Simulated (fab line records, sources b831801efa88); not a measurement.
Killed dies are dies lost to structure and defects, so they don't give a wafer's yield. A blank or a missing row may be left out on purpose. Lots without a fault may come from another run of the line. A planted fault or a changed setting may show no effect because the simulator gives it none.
A struck lot beside a sound one | flow sky130 | 17 steps out of a route of 708
Sound: wafers L295.2, L295.3, L295.6. Struck: wafers L305.3, L305.5, L305.6. The cause comes at the end.
At each step with rows: each side's tool, then ch and its chambers, then its first start. Under that, the readings that differ: sound wafers | struck wafers | difference of the means | sigmas: that difference in standard deviations of wafers without a fault.
alike: readings whose means differ by less than 2 such deviations, and words and numbers that are the same on both sides. not compared: withheld readings, readings that some wafer has no value for, bounds like >300 that may hide the same value, and numbers for which the record gives no deviation and whose values overlap.
The two part at a step that has a row with sigmas, a row that says differs or no value, or rows on one side only. Numbers that don't overlap but have no deviation are shown without sigmas and don't part them. A reading that every wafer of one side lacks parts them only if that side has two wafers or more.

SKY_VT_ADJUST_HVTR_OVL_MEAS_08:
  sound on overlay-01, day 9 21:15; struck on overlay-02, day 12 11:19
  alike: VT_ADJUST_HVTR_OVL
then, 1 step without rows for these wafers: SKY_VT_ADJUST_HVTR_IMPLANT_09.
SKY_VT_ADJUST_HVTR_STRIP_10: strips in O2/N2.
  sound on plasma_asher-04 ch 0,1, day 9 21:26; struck on plasma_asher-03 ch 0,1, day 12 11:31
  alike: drypump_motor_current_A, n2_flow_sccm, oes_product_au, strip_time_to_endpoint_s
  not compared: rf_hours_counter_h
SKY_VT_ADJUST_HVTR_TW_MEAS_11:
  sound on film_metro-04, day 9 21:32; struck on film_metro-04, day 12 11:36
  alike: VT_ADJUST_HVTR_TW
then, 7 steps without rows for these wafers: SKY_VT_ADJUST_PCH_DEHYDRATE_00 (time 60 s); SKY_VT_ADJUST_PCH_HMDS_01 (prime time 60 s); SKY_VT_ADJUST_PCH_COAT_02 (resist thk 3000 nm); SKY_VT_ADJUST_PCH_SOFTBAKE_03; SKY_VT_ADJUST_PCH_EXPOSE_04 (exposes mask NWM, target cd 840 nm); SKY_VT_ADJUST_PCH_PEB_05; SKY_VT_ADJUST_PCH_DEVELOP_06 (develop time 60 s).
SKY_VT_ADJUST_PCH_OVL_MEAS_07:
  sound on overlay-01, day 10 20:31; struck on overlay-02, day 13 12:32
  alike: VT_ADJUST_PCH_OVL
SKY_VT_ADJUST_PCH_IMPLANT_08:
  sound on implanter-02 ch 0, day 10 20:34; struck on implanter-03 ch 0, day 13 12:37
  reading                          | sound                      | struck                           | difference  | sigmas
  beam_on_s (s)                    | 10.05 10.10 10.30          | 12.57 12.26 12.04                | +2.14       | +11
  end_station_pressure_torr (Torr) | 5.47e-06 4.71e-06 5.45e-06 | 0.00010325 0.00011149 0.00010169 | +0.00010027 | +99 or more
  faraday_current_uA               | 2.80 2.79 2.75             | 2.27 2.31 2.37                   | -0.46       | -9
SKY_VT_ADJUST_PCH_STRIP_09: strips in O2/N2.
  sound on plasma_asher-04 ch 0, day 10 20:41; struck on plasma_asher-02 ch 0,1, day 13 12:44
  reading                     | sound       | struck      | difference | sigmas
  drypump_motor_current_A (A) | 6.6 6.6 6.6 | 5.0 6.1 5.0 | -1.2       | -2
  alike: n2_flow_sccm, oes_product_au, strip_time_to_endpoint_s
  not compared: rf_hours_counter_h
SKY_VT_ADJUST_PCH_TW_MEAS_10:
  sound on film_metro-03, day 10 20:48; struck on film_metro-01, day 13 12:50
  reading          | sound             | struck            | difference | sigmas
  VT_ADJUST_PCH_TW | 145.3 144.8 144.8 | 149.7 149.1 149.3 | +4.4       | +3
then, 1 step without rows for these wafers: SKY_SONOS_TUNNEL_DEHYDRATE_00 (time 60 s).
-- the record jumps here: 35 days lie between the struck wafers' starts before and after (it left off in module SONOS_TUNNEL and takes up again in module PAD_OPEN, whose first step shown is number 708 of the route) --
SKY_PAD_OPEN_PROBE_99:
  sound on prober-02, day 46 10:38; struck on prober-02, day 48 17:51
  reading                                   | sound                   | struck                  | difference | sigmas
  killed_at_contacts                        | 22 23 12                | 28 24 37                | +11        | +2
  model.etest.pfet_g5v0d10v5.off_log10_a_um | -12.54 -12.9 -12.81     | -12.24 -12.06 -11.93    | +0.67      |
  model.etest.pfet_01v8_lvt.off_log10_a_um  | -9.052 -9.073 -9.161    | -8.674 -8.61 -8.687     | +0.438     |
  model.etest.pfet_g5v0d10v5.vt_sat_v (V)   | -0.6393 -0.662 -0.6754  | -0.5897 -0.5766 -0.5797 | +0.0769    |
  model.etest.pfet_16v.vt_v (V)             | -1.122 -1.116 -1.127    | -1.065 -1.06 -1.063     | +0.059     |
  model.etest.pfet_g5v0d10v5.vt_v (V)       | -0.8428 -0.8539 -0.8697 | -0.7882 -0.776 -0.7847  | +0.0725    |
  model.etest.pfet_g5v0d10v5.vt_long_v (V)  | -0.9475 -0.9445 -0.9589 | -0.8947 -0.8924 -0.8882 | +0.0585    |
  model.etest.pfet_01v8_lvt.vt_sat_v (V)    | -0.4487 -0.4596 -0.4559 | -0.4153 -0.4058 -0.4064 | +0.0456    |
  alike: killed_at_M0_to_M3, killed_at_M4_up, killed_at_front_end, killed_at_other, killed_dies, killed_open, killed_short
  not compared: model.etest.pfet_01v8_lvt.drive_ua_um

WHERE THEY PART
First at SKY_VT_ADJUST_PCH_IMPLANT_08; last, within this record, at SKY_PAD_OPEN_PROBE_99.

WHY: what the simulator had put in
Process parameter drift: implanter-03, from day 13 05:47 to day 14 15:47, at SKY_VT_ADJUST_PCH_IMPLANT_08. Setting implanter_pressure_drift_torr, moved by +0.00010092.
Process parameter drift: implanter-03, from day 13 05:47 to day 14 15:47, at SKY_VT_ADJUST_PCH_IMPLANT_08. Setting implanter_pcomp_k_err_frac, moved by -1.
